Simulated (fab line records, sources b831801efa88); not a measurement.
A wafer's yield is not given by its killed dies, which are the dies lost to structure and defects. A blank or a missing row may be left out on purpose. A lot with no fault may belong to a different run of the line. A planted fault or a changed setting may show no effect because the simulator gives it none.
Split-lot trial :: flow gf180mcu :: on a route of 602 steps: 5 lots, 23 wafers read

## SPLIT DETAILS
At GF_V5_EXPOSE_11 (exposes mask Via5, target cd 260 nm), the setting doseMj was moved away from the recipe's 38 on 8 of the 23 wafers read, by -2.6% to +7.3%. The other wafers ran this setting at the recipe's value.

## FROM THE SPLIT TO THE READING: what the file shows between them, 2 steps
- GF_V5_PEB_12: peb time 90 s
- GF_V5_DEVELOP_13: develop time 60 s

## THE READING
cdNm, in nm, at GF_V5_CD_MEAS_14 (target cd 260 nm). Fault-free wafers of this fab line usually give 259.8 nm, standard deviation 1.3 nm.

wafer: L077.1
tool, chamber at the split: krfScanner-02, 0
doseMj as run: 40.76
against the recipe: +7.3%
cdNm, nm: 271.0
against lot-mates on the recipe: +10.9

wafer: L077.3
tool, chamber at the split: krfScanner-02, 0
doseMj as run: 40.76
against the recipe: +7.3%
cdNm, nm: 272.1
against lot-mates on the recipe: +12.0

wafer: L077.4
tool, chamber at the split: krfScanner-02, 0
doseMj as run: 38
against the recipe: recipe
cdNm, nm: 259.4
against lot-mates on the recipe: -

wafer: L077.5
tool, chamber at the split: krfScanner-02, 0
doseMj as run: 40.76
against the recipe: +7.3%
cdNm, nm: 271.1
against lot-mates on the recipe: +11.0

wafer: L077.6
tool, chamber at the split: krfScanner-02, 0
doseMj as run: 38
against the recipe: recipe
cdNm, nm: 260.8
against lot-mates on the recipe: -

wafer: L078.1
tool, chamber at the split: krfScanner-01, 0
doseMj as run: 39.63
against the recipe: +4.3%
cdNm, nm: 267.2
against lot-mates on the recipe: +5.9

wafer: L078.3
tool, chamber at the split: krfScanner-01, 0
doseMj as run: 38
against the recipe: recipe
cdNm, nm: 261.0
against lot-mates on the recipe: -

wafer: L078.4
tool, chamber at the split: krfScanner-01, 0
doseMj as run: 38
against the recipe: recipe
cdNm, nm: 261.6
against lot-mates on the recipe: -

wafer: L078.5
tool, chamber at the split: krfScanner-01, 0
doseMj as run: 39.63
against the recipe: +4.3%
cdNm, nm: 268.5
against lot-mates on the recipe: +7.2

wafer: L078.6
tool, chamber at the split: krfScanner-01, 0
doseMj as run: 39.63
against the recipe: +4.3%
cdNm, nm: 268.8
against lot-mates on the recipe: +7.5

wafer: L080.2
tool, chamber at the split: krfScanner-01, 0
doseMj as run: 38
against the recipe: recipe
cdNm, nm: 258.0
against lot-mates on the recipe: -

wafer: L080.3
tool, chamber at the split: krfScanner-01, 0
doseMj as run: 38
against the recipe: recipe
cdNm, nm: 257.6
against lot-mates on the recipe: -

wafer: L080.4
tool, chamber at the split: krfScanner-01, 0
doseMj as run: 38
against the recipe: recipe
cdNm, nm: 258.0
against lot-mates on the recipe: -

wafer: L082.1
tool, chamber at the split: krfScanner-01, 0
doseMj as run: 38
against the recipe: recipe
cdNm, nm: 259.6
against lot-mates on the recipe: -

wafer: L082.2
tool, chamber at the split: krfScanner-01, 0
doseMj as run: 38
against the recipe: recipe
cdNm, nm: 258.4
against lot-mates on the recipe: -

wafer: L082.3
tool, chamber at the split: krfScanner-01, 0
doseMj as run: 38
against the recipe: recipe
cdNm, nm: 258.6
against lot-mates on the recipe: -

wafer: L082.4
tool, chamber at the split: krfScanner-01, 0
doseMj as run: 38
against the recipe: recipe
cdNm, nm: 259.2
against lot-mates on the recipe: -

wafer: L082.6
tool, chamber at the split: krfScanner-01, 0
doseMj as run: 38
against the recipe: recipe
cdNm, nm: 258.8
against lot-mates on the recipe: -

wafer: L083.1
tool, chamber at the split: krfScanner-01, 0
doseMj as run: 37.02
against the recipe: -2.6%
cdNm, nm: 257.5
against lot-mates on the recipe: -3.6

wafer: L083.2
tool, chamber at the split: krfScanner-01, 0
doseMj as run: 38
against the recipe: recipe
cdNm, nm: 260.9
against lot-mates on the recipe: -

wafer: L083.3
tool, chamber at the split: krfScanner-01, 0
doseMj as run: 38
against the recipe: recipe
cdNm, nm: 259.9
against lot-mates on the recipe: -

wafer: L083.4
tool, chamber at the split: krfScanner-01, 0
doseMj as run: 37.02
against the recipe: -2.6%
cdNm, nm: 257.4
against lot-mates on the recipe: -3.7

wafer: L083.5
tool, chamber at the split: krfScanner-01, 0
doseMj as run: 38
against the recipe: recipe
cdNm, nm: 262.5
against lot-mates on the recipe: -

THE FIT
A straight line over all 23 wafers: cdNm changes by +1.62 nm for each +1% of doseMj; r = +0.96; the points scatter about the line by 1.5 nm.
The same after taking each lot's own level away (the mean of its wafers on the recipe; 23 wafers): +1.55 nm for each +1%; r = +0.99; scatter 0.62 nm.
On that fit, the largest move of doseMj shifts the reading by 11 nm.
Across the lots, their own levels run from 257.87 to 261.30 nm, a range of 2.6 times the standard deviation given above.
The two slopes agree, so the slope changes little with the lot-to-lot level.
Check: +11.5 nm against its lot-mates is what the line predicts for one of the wafers moved furthest among these (+7.3%) when that wafer is left out of the fit. Against them it came out at +10.9 nm.

## ADDITIONAL SPLITS CARRIED BY THESE WAFERS
Before the reading, these wafers also passed through other splits. Each is held against what the fit with the lots' levels taken away leaves over:
other split on the same wafers: GF_MIM_CVD_05 timeS
wafers away from the commonest value: 10
r with cdNm (lot level and that fit taken away): -0.24

other split on the same wafers: GF_MIM_METAL_ETCH_19 timeS
wafers away from the commonest value: 8
r with cdNm (lot level and that fit taken away): +0.30

other split on the same wafers: GF_M5_PEB_05 pebTempC
wafers away from the commonest value: 11
r with cdNm (lot level and that fit taken away): +0.00

other split on the same wafers: GF_V5_CMP_04 leaveAboveRefNm
wafers away from the commonest value: 11
r with cdNm (lot level and that fit taken away): +0.04

## THE WHOLE CHAIN: every reading that the file lists as answering this split, in the file's order
step: GF_V5_CD_MEAS_14
what it does: target cd 260 nm
reading: cdNm
change (the file's fit): +1.55 nm for each +1% of the setting
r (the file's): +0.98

step: GF_V5_ETCH_16
what it does: etches BARC in N2/H2
reading: V5.cdNm (the simulator's own value, which no gauge read)
change (the file's fit): +1.53 nm for each +1% of the setting
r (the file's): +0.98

step: GF_V5_ETCH_17
what it does: etches SiO2 in C4F8/O2/Ar, stops on TiN, target depth 855 nm
reading: V5.cdNm (the simulator's own value, which no gauge read)
change (the file's fit): +1.55 nm for each +1% of the setting
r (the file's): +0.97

## FILE'S OWN FIT
cdNm changes by +1.55 nm for each +1% of doseMj, r = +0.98.
